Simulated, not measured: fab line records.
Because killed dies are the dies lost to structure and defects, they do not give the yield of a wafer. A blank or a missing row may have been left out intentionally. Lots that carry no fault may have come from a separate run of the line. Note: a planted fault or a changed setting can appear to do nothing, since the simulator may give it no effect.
What tool caused it? + flow gf180mcu + Sampling: 12 lots, 36 wafers, 5 of 602 route steps

== WHAT THE GAUGES SHOWED, per wafer ==
GF_V4_THK_MEAS_01. Usual: V4_CVD_00_THK typically reads 603 nm, with standard deviation 7.3.
| lot  | measured     | on           | V4_CVD_00_THK (nm)      | flag |
|------|--------------|--------------|-------------------------|------|
| L828 | day 24 02:45 | filmMetro-02 | 600 610 615             |      |
| L829 | day 24 03:45 | filmMetro-03 | 609 608 600             |      |
| L830 | day 24 08:27 | filmMetro-02 | 609 604 608             |      |
| L832 | day 26 01:01 | filmMetro-02 | 595 598 586             |      |
| L833 | day 26 03:12 | filmMetro-01 | 599 600 602             |      |
| L834 | day 26 06:35 | filmMetro-01 | 606 601 605             |      |
| L835 | day 26 17:26 | filmMetro-03 | 601 601 601             |      |
| L837 | day 26 22:42 | filmMetro-01 | 600 596 598             |      |
| L838 | day 27 23:01 | filmMetro-01 | 601 597 596             |      |
| L847 | day 30 00:32 | filmMetro-01 | 616 614 901 616 614 901 | OFF  |
| L848 | day 30 10:19 | filmMetro-03 | 892 606 900 893 605 901 | OFF  |
| L851 | day 31 10:36 | filmMetro-01 | 600 601 602             |      |

GF_V4_BOW_MEAS_05. Usual: V4_BOW typically reads 138 um, with standard deviation 11.
| lot  | measured     | on           | V4_BOW (um) | flag |
|------|--------------|--------------|-------------|------|
| L828 | day 24 03:49 | filmMetro-03 | 152 141 144 |      |
| L829 | day 24 04:44 | filmMetro-01 | 145 145 131 |      |
| L830 | day 24 08:56 | filmMetro-01 | 129 114 129 |      |
| L832 | day 26 01:36 | filmMetro-02 | 134 134 144 |      |
| L833 | day 26 03:43 | filmMetro-02 | 131 127 130 |      |
| L834 | day 26 07:06 | filmMetro-03 | 132 121 130 |      |
| L835 | day 26 17:56 | filmMetro-03 | 131 126 121 |      |
| L837 | day 26 23:13 | filmMetro-03 | 130 120 125 |      |
| L838 | day 27 23:31 | filmMetro-01 | 150 129 144 |      |
| L847 | day 30 04:57 | filmMetro-02 | 142 148 157 |      |
| L848 | day 30 16:48 | filmMetro-02 | 152 139 148 |      |
| L851 | day 31 11:06 | filmMetro-02 | 117 121 122 |      |

== WHAT TOOL EACH LOT RAN ON (gives the tool, then ch and the chambers of the sampled wafers, and finally the start) ==
| lot  | GF_M4_SPUTTER_01            | GF_M4_METAL_ETCH_16              | GF_V4_CVD_00                     |
|------|-----------------------------|----------------------------------|----------------------------------|
| L828 | pvdSputter-04, day 22 21:14 | rieMetal-03 ch 0,1, day 23 20:22 | hdpcvd-01 ch 0,2, day 24 02:35   |
| L829 | pvdSputter-02, day 23 04:07 | rieMetal-04 ch 0, day 24 02:56   | hdpcvd-01 ch 0,2, day 24 03:40   |
| L830 | pvdSputter-02, day 23 10:37 | rieMetal-04 ch 0,1, day 24 07:44 | hdpcvd-01 ch 0,2, day 24 08:23   |
| L832 | pvdSputter-02, day 25 03:07 | rieMetal-01 ch 1, day 26 00:10   | hdpcvd-02 ch 0,1,2, day 26 00:57 |
| L833 | pvdSputter-03, day 25 05:13 | rieMetal-01 ch 1, day 26 02:20   | hdpcvd-02 ch 0,1,2, day 26 03:07 |
| L834 | pvdSputter-03, day 25 08:18 | rieMetal-04 ch 0,1, day 26 05:53 | hdpcvd-01 ch 1,2, day 26 06:30   |
| L835 | pvdSputter-02, day 25 19:45 | rieMetal-03 ch 0,1, day 26 16:43 | hdpcvd-02 ch 1,2, day 26 17:21   |
| L837 | pvdSputter-03, day 26 00:59 | rieMetal-04 ch 0,1, day 26 22:00 | hdpcvd-02 ch 1,2, day 26 22:37   |
| L838 | pvdSputter-03, day 27 01:24 | rieMetal-01 ch 1, day 27 22:13   | hdpcvd-02 ch 0,2, day 27 22:56   |
| L847 | pvdSputter-04, day 29 04:26 | rieMetal-04 ch 0,1, day 29 23:47 | hdpcvd-01 ch 0,1, day 30 00:28   |
| L848 | pvdSputter-03, day 29 14:55 | rieMetal-01 ch 0,1, day 30 09:36 | hdpcvd-01 ch 0,1, day 30 10:13   |
| L851 | pvdSputter-03, day 30 15:41 | rieMetal-04 ch 1, day 31 09:50   | hdpcvd-02 ch 0,1, day 31 10:31   |
- GF_M4_SPUTTER_01: material TiN, target thk 30 nm, time 25 s.
- GF_M4_METAL_ETCH_16: etches the open film in Cl2/BCl3, stops on SiO2, target depth 627.5 nm, time 104.6 s.
- GF_V4_CVD_00: deposits SiO2, target thk 600 nm, time 100 s.

== WHAT THE TOOLS THEMSELVES READ (means of the sampled wafers that have a number; where no wafer has one, the mark that the record gives instead) ==
GF_M4_SPUTTER_01. Usual: throttleValvePct reads 30.4 % (standard deviation 1.1).
| lot  | tool          | throttleValvePct (%) | flag |
|------|---------------|----------------------|------|
| L828 | pvdSputter-04 | 30.5                 |      |
| L829 | pvdSputter-02 | 29.0                 |      |
| L830 | pvdSputter-02 | 29.7                 |      |
| L832 | pvdSputter-02 | 29.8                 |      |
| L833 | pvdSputter-03 | 30.6                 |      |
| L834 | pvdSputter-03 | 31.0                 |      |
| L835 | pvdSputter-02 | 29.8                 |      |
| L837 | pvdSputter-03 | 30.7                 |      |
| L838 | pvdSputter-03 | 31.0                 |      |
| L847 | pvdSputter-04 | 30.1                 |      |
| L848 | pvdSputter-03 | 30.7                 |      |
| L851 | pvdSputter-03 | 30.7                 |      |

GF_M4_METAL_ETCH_16. Usual: bcl3FlowSccm 39.98 sccm, standard deviation 0.12; drypumpMotorCurrentA 5.6 A, standard deviation 0.53; oesProductAu 0.971 a.u., standard deviation 0.0065; rfFwdPowerW 795.0 W, standard deviation 2.6; throttleValvePct 28.252 %, standard deviation 0.011.
| lot  | tool        | bcl3FlowSccm (sccm) | drypumpMotorCurrentA (A) | oesProductAu (a.u.) | rfFwdPowerW (W) | throttleValvePct (%) | flag |
|------|-------------|---------------------|--------------------------|---------------------|-----------------|----------------------|------|
| L828 | rieMetal-03 | 40.07               | 5.7                      | 0.970               | 797.0           | 28.254               |      |
| L829 | rieMetal-04 | 40.06               | 6.3                      | 0.974               | 792.8           | 28.256               |      |
| L830 | rieMetal-04 | 39.97               | 5.9                      | 0.970               | 793.8           | 28.248               |      |
| L832 | rieMetal-01 | 40.02               | 5.4                      | 0.973               | 789.4           | 28.253               |      |
| L833 | rieMetal-01 | 39.91               | 5.4                      | 0.969               | 796.2           | 28.256               |      |
| L834 | rieMetal-04 | 40.08               | 5.6                      | 0.977               | 796.1           | 28.249               |      |
| L835 | rieMetal-03 | 40.02               | 5.2                      | 0.968               | 793.3           | 28.259               |      |
| L837 | rieMetal-04 | 39.90               | 5.9                      | 0.969               | 794.6           | 28.260               |      |
| L838 | rieMetal-01 | 40.04               | 5.4                      | 0.974               | 793.3           | 28.246               |      |
| L847 | rieMetal-04 | 40.01               | 5.6                      | 0.962               | 792.7           | 28.259               |      |
| L848 | rieMetal-01 | 39.99               | 5.5                      | 0.978               | 793.7           | 28.236               |      |
| L851 | rieMetal-04 | 40.02               | 5.2                      | 0.981               | 798.0           | 28.246               |      |

GF_V4_CVD_00. Usual: sih4FlowSccm reads 59.99 sccm (standard deviation 0.17).
| lot  | tool      | sih4FlowSccm (sccm) | flag |
|------|-----------|---------------------|------|
| L828 | hdpcvd-01 | 60.24               |      |
| L829 | hdpcvd-01 | 59.91               |      |
| L830 | hdpcvd-01 | 59.92               |      |
| L832 | hdpcvd-02 | 60.10               |      |
| L833 | hdpcvd-02 | 59.92               |      |
| L834 | hdpcvd-01 | 59.96               |      |
| L835 | hdpcvd-02 | 59.96               |      |
| L837 | hdpcvd-02 | 60.03               |      |
| L838 | hdpcvd-02 | 59.98               |      |
| L847 | hdpcvd-01 | 69.88               | OFF  |
| L848 | hdpcvd-01 | 79.97               | OFF  |
| L851 | hdpcvd-02 | 60.04               |      |

== THE ANSWER, worked out from the rows above alone ==
Rule: a lot is off if the mean of its wafers that have a number lies more than 3 standard deviations from the usual mean. Also off: a lot with no number at a reading for which 4 or more lots have one. All remaining lots with rows at the step are treated as sound. After the gauges, taken in route order, come the tools' own readings; for these a lot's mean is taken, as printed above. At the first step where some lot is off, the reading lying furthest off is the one used; lots without a number count as furthest.
Off: at GF_V4_THK_MEAS_01 (V4_CVD_00_THK), L847, L848.
A tool fits if, at a process step before that reading, it ran every lot that is off, and no sound lot after the first of them. The gauges at GF_V4_THK_MEAS_01 aren't tried: what is off there is off at GF_V4_CVD_00 too, on other tools, and a gauge's error can't cause that. One candidate fits, namely hdpcvd-01 at GF_V4_CVD_00. A fault onset in the window from L834 (day 26 06:30, its last sound lot) to L847 (day 30 00:28, its first lot off) fits.
On the lots that are off, the tool's own readings at GF_V4_CVD_00 differ by more than 5 times the standard deviation of the sound lots' means, which bears it out; sih4FlowSccm reads 74.92 sccm there versus 60.01 sccm on the sound lots.

== WHAT THE SIMULATOR HAD PUT IN ==
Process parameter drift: hdpcvd-01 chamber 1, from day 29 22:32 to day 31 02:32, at GF_V4_CVD_00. Setting sih4FlowSccm, moved by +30, from 60. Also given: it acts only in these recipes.
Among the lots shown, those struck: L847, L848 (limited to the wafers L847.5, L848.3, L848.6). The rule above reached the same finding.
